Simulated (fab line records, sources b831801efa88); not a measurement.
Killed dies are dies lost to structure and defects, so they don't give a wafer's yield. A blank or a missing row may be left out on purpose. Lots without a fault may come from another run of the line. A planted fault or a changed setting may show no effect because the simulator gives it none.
Which tool did it? | flow sfq_line | 7 lots, 21 wafers sampled, at 1 step of a route of 325

WHAT THE GAUGES READ, wafer by wafer
SFQ_M4_OVL_MEAS_926.
lot  | measured     | on         | M4_OVL (nm)
L932 | day 46 07:05 | overlay-02 | -5 -8 -13
L936 | day 46 11:53 | overlay-02 | -2 -7 -1
L939 | day 48 02:52 | overlay-01 | -5 -11 -11
L942 | day 57 02:45 | overlay-01 | 10 12 10
L944 | day 58 20:52 | overlay-01 | 1 -1 -8
L948 | day 59 16:03 | overlay-02 | 12 15 13
L950 | day 59 19:40 | overlay-02 | 1 -1 1

WHICH TOOL RAN EACH LOT (tool, then ch and the chambers of the sampled wafers, then the start)
The record holds no process step before these readings.

THE ANSWER, worked out from the rows above alone
Rule: what is usual is taken from the lots themselves. Put in order of their means at a reading, lots are off if they are a third of the lots or fewer, leave a main group of 4 or more, and stand apart from it by a gap of 3 or more times the standard deviation of the main group's means; of several such gaps the widest counts. A main group whose means are all the same, to the digits that the tables above print for the reading, isn't used. A lot without any number at a reading at which 4 lots or more have one is off too. The other lots that the step has rows for count as sound.
No lot is off at any reading shown: from this, nothing can be told.

WHAT THE SIMULATOR HAD PUT IN
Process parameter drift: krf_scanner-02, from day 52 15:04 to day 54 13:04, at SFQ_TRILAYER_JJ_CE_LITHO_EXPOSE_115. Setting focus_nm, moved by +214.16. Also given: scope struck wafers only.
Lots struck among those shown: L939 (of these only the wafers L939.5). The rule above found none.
